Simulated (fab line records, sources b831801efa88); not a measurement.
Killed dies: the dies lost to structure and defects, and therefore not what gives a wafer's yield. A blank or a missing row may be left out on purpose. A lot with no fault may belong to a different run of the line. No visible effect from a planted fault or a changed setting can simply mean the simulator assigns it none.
Which of the tools did it? :: flow sky130 :: 13 lots with 39 wafers sampled at 4 steps, on a route of 708 steps

== WHAT THE GAUGES READ, wafer by wafer ==
SKY_LDD_P_TW_MEAS_11.
lot: L253
measured: day 19 12:23
on: film-metro-03
LDD_P_TW: 639 634 634

lot: L254
measured: day 19 19:45
on: film-metro-01
LDD_P_TW: 634 636 634

lot: L256
measured: day 20 11:08
on: film-metro-01
LDD_P_TW: 634 635 636

lot: L257
measured: day 21 02:36
on: film-metro-04
LDD_P_TW: 639 639 641

lot: L258
measured: day 21 10:32
on: film-metro-04
LDD_P_TW: 639 633 642

lot: L259
measured: day 21 20:21
on: film-metro-04
LDD_P_TW: 642 642 639

lot: L261
measured: day 23 12:06
on: film-metro-04
LDD_P_TW: 638 639 645

lot: L262
measured: day 23 16:42
on: film-metro-03
LDD_P_TW: 636 635 635

lot: L264
measured: day 24 05:34
on: film-metro-01
LDD_P_TW: 634 634 637

lot: L266
measured: day 24 09:55
on: film-metro-04
LDD_P_TW: 642 639 636

lot: L274
measured: day 27 03:47
on: film-metro-01
LDD_P_TW: 637 637 635

lot: L275
measured: day 27 08:25
on: film-metro-04
LDD_P_TW: 643 641 642

lot: L276
measured: day 27 17:11
on: film-metro-04
LDD_P_TW: 639 643 645

SKY_LI_CONTACT_CD_MEAS_12: target cd 170 nm.
lot: L253
measured: day 29 19:45
on: cd-sem-02
cd-nm (nm): 167.3 167.6 168.4

lot: L254
measured: day 30 03:33
on: cd-sem-01
cd-nm (nm): 170.5 168.7 169.4

lot: L256
measured: day 30 17:05
on: cd-sem-02
cd-nm (nm): 168.3 169.0 168.9

lot: L257
measured: day 31 06:31
on: cd-sem-01
cd-nm (nm): 169.0 170.0 170.5

lot: L258
measured: day 31 11:40
on: cd-sem-02
cd-nm (nm): 169.1 170.8 171.6

lot: L259
measured: day 31 18:56
on: cd-sem-01
cd-nm (nm): 166.9 168.2 165.6

lot: L261
measured: day 33 08:32
on: cd-sem-02
cd-nm (nm): 171.3 169.4 170.8

lot: L262
measured: day 33 10:55
on: cd-sem-01
cd-nm (nm): 169.3 171.0 170.6

lot: L264
measured: day 33 22:14
on: cd-sem-02
cd-nm (nm): 169.4 170.3 171.5

lot: L266
measured: day 34 01:02
on: cd-sem-01
cd-nm (nm): 167.5 169.0 168.0

lot: L274
measured: day 36 11:40
on: cd-sem-01
cd-nm (nm): 168.7 169.1 169.3

lot: L275
measured: day 36 15:16
on: cd-sem-02
cd-nm (nm): 171.9 169.5 169.9

lot: L276
measured: day 36 23:18
on: cd-sem-02
cd-nm (nm): 169.6 168.2 170.0

== WHAT TOOL EACH LOT RAN ON (gives the tool, then ch and the chambers of the sampled wafers, and finally the start) ==
lot: L253
SKY_VT_ADJUST_PCH_IMPLANT_08: implanter-04 ch 0, day 10 14:05
SKY_LDD_P_STRIP_10: plasma-asher-04 ch 0,1, day 19 12:17

lot: L254
SKY_VT_ADJUST_PCH_IMPLANT_08: implanter-03 ch 0, day 10 20:28
SKY_LDD_P_STRIP_10: plasma-asher-03 ch 0,1, day 19 19:39

lot: L256
SKY_VT_ADJUST_PCH_IMPLANT_08: implanter-02 ch 0, day 11 11:59
SKY_LDD_P_STRIP_10: plasma-asher-04 ch 0,1, day 20 11:02

lot: L257
SKY_VT_ADJUST_PCH_IMPLANT_08: implanter-03 ch 0, day 11 22:46
SKY_LDD_P_STRIP_10: plasma-asher-01 ch 0,1, day 21 02:30

lot: L258
SKY_VT_ADJUST_PCH_IMPLANT_08: implanter-03 ch 0, day 12 06:04
SKY_LDD_P_STRIP_10: plasma-asher-04 ch 0,1, day 21 10:26

lot: L259
SKY_VT_ADJUST_PCH_IMPLANT_08: implanter-03 ch 0, day 12 10:26
SKY_LDD_P_STRIP_10: plasma-asher-03 ch 0,1, day 21 20:16

lot: L261
SKY_VT_ADJUST_PCH_IMPLANT_08: implanter-02 ch 0, day 13 23:32
SKY_LDD_P_STRIP_10: plasma-asher-01 ch 0,1, day 23 12:00

lot: L262
SKY_VT_ADJUST_PCH_IMPLANT_08: implanter-03 ch 0, day 14 01:26
SKY_LDD_P_STRIP_10: plasma-asher-01 ch 0,1, day 23 16:36

lot: L264
SKY_VT_ADJUST_PCH_IMPLANT_08: implanter-03 ch 0, day 14 10:38
SKY_LDD_P_STRIP_10: plasma-asher-04 ch 0,1, day 24 05:28

lot: L266
SKY_VT_ADJUST_PCH_IMPLANT_08: implanter-04 ch 0, day 14 16:53
SKY_LDD_P_STRIP_10: plasma-asher-03 ch 0,1, day 24 09:49

lot: L274
SKY_VT_ADJUST_PCH_IMPLANT_08: implanter-03 ch 0, day 17 14:11
SKY_LDD_P_STRIP_10: plasma-asher-01 ch 0,1, day 27 03:41

lot: L275
SKY_VT_ADJUST_PCH_IMPLANT_08: implanter-04 ch 0, day 17 16:07
SKY_LDD_P_STRIP_10: plasma-asher-01 ch 1, day 27 08:18

lot: L276
SKY_VT_ADJUST_PCH_IMPLANT_08: implanter-04 ch 0, day 18 02:23
SKY_LDD_P_STRIP_10: plasma-asher-04 ch 0, day 27 17:05
- SKY_VT_ADJUST_PCH_IMPLANT_08
- SKY_LDD_P_STRIP_10: strips in O2/N2.

== WHAT THE TOOLS THEMSELVES READ (means of the sampled wafers that have a number; where no wafer has one, the mark that the record gives instead) ==
SKY_VT_ADJUST_PCH_IMPLANT_08.
lot: L253
tool: implanter-04
dose-ions-cm2: 5e+11

lot: L254
tool: implanter-03
dose-ions-cm2: 5e+11

lot: L256
tool: implanter-02
dose-ions-cm2: 5e+11

lot: L257
tool: implanter-03
dose-ions-cm2: 5e+11

lot: L258
tool: implanter-03
dose-ions-cm2: 5e+11

lot: L259
tool: implanter-03
dose-ions-cm2: 5e+11

lot: L261
tool: implanter-02
dose-ions-cm2: 5e+11

lot: L262
tool: implanter-03
dose-ions-cm2: 5e+11

lot: L264
tool: implanter-03
dose-ions-cm2: 5e+11

lot: L266
tool: implanter-04
dose-ions-cm2: 5e+11

lot: L274
tool: implanter-03
dose-ions-cm2: 5e+11

lot: L275
tool: implanter-04
dose-ions-cm2: 5e+11

lot: L276
tool: implanter-04
dose-ions-cm2: 5e+11

SKY_LDD_P_STRIP_10.
lot: L253
tool: plasma-asher-04
drypump-motor-current-A (A): 6.3
oes-product-au (a.u.): 0.714
strip-time-to-endpoint-s (s): 14.19

lot: L254
tool: plasma-asher-03
drypump-motor-current-A (A): 5.9
oes-product-au (a.u.): 0.715
strip-time-to-endpoint-s (s): 14.18

lot: L256
tool: plasma-asher-04
drypump-motor-current-A (A): 6.3
oes-product-au (a.u.): 0.719
strip-time-to-endpoint-s (s): 14.19

lot: L257
tool: plasma-asher-01
drypump-motor-current-A (A): 6.0
oes-product-au (a.u.): 0.715
strip-time-to-endpoint-s (s): 14.17

lot: L258
tool: plasma-asher-04
drypump-motor-current-A (A): 6.2
oes-product-au (a.u.): 0.720
strip-time-to-endpoint-s (s): 14.19

lot: L259
tool: plasma-asher-03
drypump-motor-current-A (A): 5.9
oes-product-au (a.u.): 0.714
strip-time-to-endpoint-s (s): 14.17

lot: L261
tool: plasma-asher-01
drypump-motor-current-A (A): 6.0
oes-product-au (a.u.): 0.714
strip-time-to-endpoint-s (s): 14.21

lot: L262
tool: plasma-asher-01
drypump-motor-current-A (A): 6.2
oes-product-au (a.u.): 0.713
strip-time-to-endpoint-s (s): 14.19

lot: L264
tool: plasma-asher-04
drypump-motor-current-A (A): 6.2
oes-product-au (a.u.): 0.711
strip-time-to-endpoint-s (s): 14.18

lot: L266
tool: plasma-asher-03
drypump-motor-current-A (A): 6.0
oes-product-au (a.u.): 0.719
strip-time-to-endpoint-s (s): 14.23

lot: L274
tool: plasma-asher-01
drypump-motor-current-A (A): 6.2
oes-product-au (a.u.): 0.720
strip-time-to-endpoint-s (s): 14.19

lot: L275
tool: plasma-asher-01
drypump-motor-current-A (A): 5.7
oes-product-au (a.u.): 0.719
strip-time-to-endpoint-s (s): 14.17

lot: L276
tool: plasma-asher-04
drypump-motor-current-A (A): 6.5
oes-product-au (a.u.): 0.717
strip-time-to-endpoint-s (s): 14.27

== THE ANSWER, worked out from the rows above alone ==
Rule: the lots themselves supply what counts as usual. The widest of any qualifying gaps counts: lots, ordered by their means at a reading, are off when they make up no more than a third of the lots, leave a main group of 4 or more, and stand apart from it by 3 or more times the standard deviation of that group's means. Not used: any main group whose means are identical at the precision the tables above print for the reading. A lot without any number at a reading at which 4 lots or more have one is off too. All remaining lots with rows at the step are treated as sound. The gauges are gone through in route order, then the tools' own readings, and for those a lot's mean is taken as printed above. The first step at which some lot is off is used, and at that step the reading that is off furthest; a lot without a number counts as furthest.
No lot is off at any reading shown: from this, nothing can be told.

== WHAT THE SIMULATOR HAD PUT IN ==
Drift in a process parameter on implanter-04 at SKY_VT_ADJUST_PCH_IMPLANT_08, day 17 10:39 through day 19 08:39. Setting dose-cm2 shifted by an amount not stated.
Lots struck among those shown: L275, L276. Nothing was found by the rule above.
